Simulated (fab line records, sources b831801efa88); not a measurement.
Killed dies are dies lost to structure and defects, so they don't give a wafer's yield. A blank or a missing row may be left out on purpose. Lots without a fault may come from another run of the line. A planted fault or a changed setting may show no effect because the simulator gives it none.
Which tool did it? | flow sky130 | 9 lots, 27 wafers sampled, at 6 steps of a route of 708

WHAT THE GAUGES READ, wafer by wafer
SKY_METAL2_RS_MEAS_05: measures by four-point-probe.
lot  | measured     | on            | METAL2_ALCU_RS (ohm/sq)
L852 | day 34 02:02 | film_metro-03 | 0.1275 0.1258 0.1271
L853 | day 34 07:19 | film_metro-04 | 0.1250 0.1274 0.1260
L857 | day 36 12:31 | film_metro-03 | 0.1260 0.1248 0.1259
L862 | day 37 14:58 | film_metro-03 | 0.2745 0.1271 0.1251 0.2744 0.1272 0.1252
L865 | day 38 16:56 | film_metro-04 | 0.1271 0.2746 0.1257 0.1273 0.2741 0.1253
L869 | day 39 19:40 | film_metro-03 | 0.1272 0.1279 0.1258
L872 | day 40 04:59 | film_metro-03 | 0.1275 0.1266 0.1280
L874 | day 40 20:20 | film_metro-04 | 0.1246 0.1239 0.1255
L875 | day 41 02:17 | film_metro-02 | 0.1266 0.1281 0.1278

SKY_METAL2_THK_MEAS_06: measures by xrf.
lot  | measured     | on            | METAL2_ALCU_THK (nm)
L852 | day 34 02:10 | film_metro-03 | 246.0 246.8 246.0
L853 | day 34 07:26 | film_metro-04 | 247.5 242.6 245.7
L857 | day 36 12:38 | film_metro-03 | 248.3 250.0 249.2
L862 | day 37 17:23 | film_metro-03 | 117.3 246.9 246.9 118.3 245.6 249.0
L865 | day 39 03:22 | film_metro-04 | 242.6 116.5 246.3 243.5 116.6 245.5
L869 | day 39 19:47 | film_metro-03 | 247.7 244.7 251.7
L872 | day 40 05:06 | film_metro-03 | 248.1 248.6 245.9
L874 | day 40 20:26 | film_metro-04 | 247.0 248.5 245.3
L875 | day 41 02:24 | film_metro-02 | 246.7 245.0 243.4

WHICH TOOL RAN EACH LOT (tool, then ch and the chambers of the sampled wafers, then the start)
lot  | SKY_METAL1_METAL_ETCH_19          | SKY_VIA1_SPUTTER_20          | SKY_VIA1_CMP_24               | SKY_METAL2_SPUTTER_02
L852 | rie_metal-04 ch 0,1, day 32 20:25 | pvd_sputter-02, day 34 01:11 | cmp-02 ch 0,1, day 34 01:36   | pvd_sputter-03, day 34 01:57
L853 | rie_metal-04 ch 0,1, day 33 01:43 | pvd_sputter-01, day 34 06:24 | cmp-01 ch 1,3, day 34 06:52   | pvd_sputter-04, day 34 07:13
L857 | rie_metal-03 ch 0,1, day 35 06:19 | pvd_sputter-02, day 36 11:35 | cmp-02 ch 0,1,2, day 36 12:07 | pvd_sputter-04, day 36 12:25
L862 | rie_metal-03 ch 0,1, day 36 10:00 | pvd_sputter-01, day 37 13:41 | cmp-02 ch 0,1, day 37 14:29   | pvd_sputter-04, day 37 14:51
L865 | rie_metal-01 ch 0,1, day 37 11:45 | pvd_sputter-04, day 38 16:10 | cmp-02 ch 1,2,3, day 38 16:29 | pvd_sputter-04, day 38 16:50
L869 | rie_metal-03 ch 0,1, day 38 16:07 | pvd_sputter-02, day 39 18:53 | cmp-01 ch 0,1,3, day 39 19:13 | pvd_sputter-02, day 39 19:34
L872 | rie_metal-04 ch 0,1, day 38 23:43 | pvd_sputter-04, day 40 04:13 | cmp-01 ch 1,2,3, day 40 04:35 | pvd_sputter-02, day 40 04:53
L874 | rie_metal-01 ch 0,1, day 39 17:09 | pvd_sputter-04, day 40 19:21 | cmp-01 ch 0,1, day 40 19:54   | pvd_sputter-02, day 40 20:12
L875 | rie_metal-04 ch 0,1, day 39 22:32 | pvd_sputter-01, day 41 01:30 | cmp-01 ch 0,1, day 41 01:50   | pvd_sputter-02, day 41 02:11
- SKY_METAL1_METAL_ETCH_19: etches the open film in Cl2/BCl3, stops on SiO2, target depth 360 nm, time 78 s.
- SKY_VIA1_SPUTTER_20: material TiN, target thk 20 nm, time 80 s.
- SKY_VIA1_CMP_24: polishes, stops on SiO2, t overpolish 15 s, target thk 0 nm.
- SKY_METAL2_SPUTTER_02: material AlCu, target thk 250 nm, time 13.3 s.

WHAT THE TOOLS THEMSELVES READ (means of the sampled wafers that have a number; where no wafer has one, the mark that the record gives instead)
SKY_METAL1_METAL_ETCH_19.
lot  | tool         | drypump_motor_current_A (A) | oes_product_au (a.u.) | rf_fwd_power_W (W) | throttle_valve_pct (%)
L852 | rie_metal-04 | 5.5                         | 0.855                 | 893.8              | 22.262
L853 | rie_metal-04 | 6.0                         | 0.855                 | 893.8              | 22.258
L857 | rie_metal-03 | 5.9                         | 0.852                 | 893.4              | 22.260
L862 | rie_metal-03 | 5.9                         | 0.852                 | 896.0              | 22.266
L865 | rie_metal-01 | 5.8                         | 0.848                 | 892.5              | 22.265
L869 | rie_metal-03 | 5.9                         | 0.860                 | 895.3              | 22.260
L872 | rie_metal-04 | 5.5                         | 0.844                 | 891.6              | 22.265
L874 | rie_metal-01 | 5.9                         | 0.848                 | 894.9              | 22.259
L875 | rie_metal-04 | 6.0                         | 0.849                 | 895.0              | 22.278

SKY_VIA1_SPUTTER_20.
lot  | tool           | throttle_valve_pct (%)
L852 | pvd_sputter-02 | 29.7
L853 | pvd_sputter-01 | 28.7
L857 | pvd_sputter-02 | 29.0
L862 | pvd_sputter-01 | 31.3
L865 | pvd_sputter-04 | 30.1
L869 | pvd_sputter-02 | 29.2
L872 | pvd_sputter-04 | 29.5
L874 | pvd_sputter-04 | 29.6
L875 | pvd_sputter-01 | 30.6

SKY_VIA1_CMP_24.
lot  | tool   | motor_current_A (A) | overpolish_run_s (s) | time_to_endpoint_s (s)
L852 | cmp-02 | 11.9                | 15.005               | 65
L853 | cmp-01 | 11.7                | 15.000               | 65
L857 | cmp-02 | 11.9                | 15.002               | 68
L862 | cmp-02 | 11.7                | 15.004               | 70
L865 | cmp-02 | 11.3                | 14.999               | 70
L869 | cmp-01 | 10.8                | 15.002               | 65
L872 | cmp-01 | 11.2                | 14.994               | 61
L874 | cmp-01 | 10.0                | 15.007               | 63
L875 | cmp-01 | 10.6                | 15.003               | 64

SKY_METAL2_SPUTTER_02.
lot  | tool           | throttle_valve_pct (%)
L852 | pvd_sputter-03 | 28.7
L853 | pvd_sputter-04 | 29.2
L857 | pvd_sputter-04 | 29.7
L862 | pvd_sputter-04 | 30.0
L865 | pvd_sputter-04 | 29.5
L869 | pvd_sputter-02 | 30.0
L872 | pvd_sputter-02 | 29.2
L874 | pvd_sputter-02 | 29.1
L875 | pvd_sputter-02 | 28.9

THE ANSWER, worked out from the rows above alone
Rule: what is usual is taken from the lots themselves. Put in order of their means at a reading, lots are off if they are a third of the lots or fewer, leave a main group of 4 or more, and stand apart from it by a gap of 3 or more times the standard deviation of the main group's means; of several such gaps the widest counts. A main group whose means are all the same, to the digits that the tables above print for the reading, isn't used. A lot without any number at a reading at which 4 lots or more have one is off too. The other lots that the step has rows for count as sound. The gauges are gone through in route order, then the tools' own readings, and for those a lot's mean is taken as printed above. The first step at which some lot is off is used, and at that step the reading that is off furthest; a lot without a number counts as furthest.
Off: L862, L865, at SKY_METAL2_RS_MEAS_05 (METAL2_ALCU_RS). The main group: mean 0.1264 ohm/sq, standard deviation 0.00096.
A tool fits if, at a process step before that reading, it ran every lot that is off, and no sound lot after the first of them. The gauges at SKY_METAL2_RS_MEAS_05 are tried like those tools. Can't be told from this: 2 tools fit, cmp-02 at SKY_VIA1_CMP_24, pvd_sputter-04 at SKY_METAL2_SPUTTER_02.

WHAT THE SIMULATOR HAD PUT IN
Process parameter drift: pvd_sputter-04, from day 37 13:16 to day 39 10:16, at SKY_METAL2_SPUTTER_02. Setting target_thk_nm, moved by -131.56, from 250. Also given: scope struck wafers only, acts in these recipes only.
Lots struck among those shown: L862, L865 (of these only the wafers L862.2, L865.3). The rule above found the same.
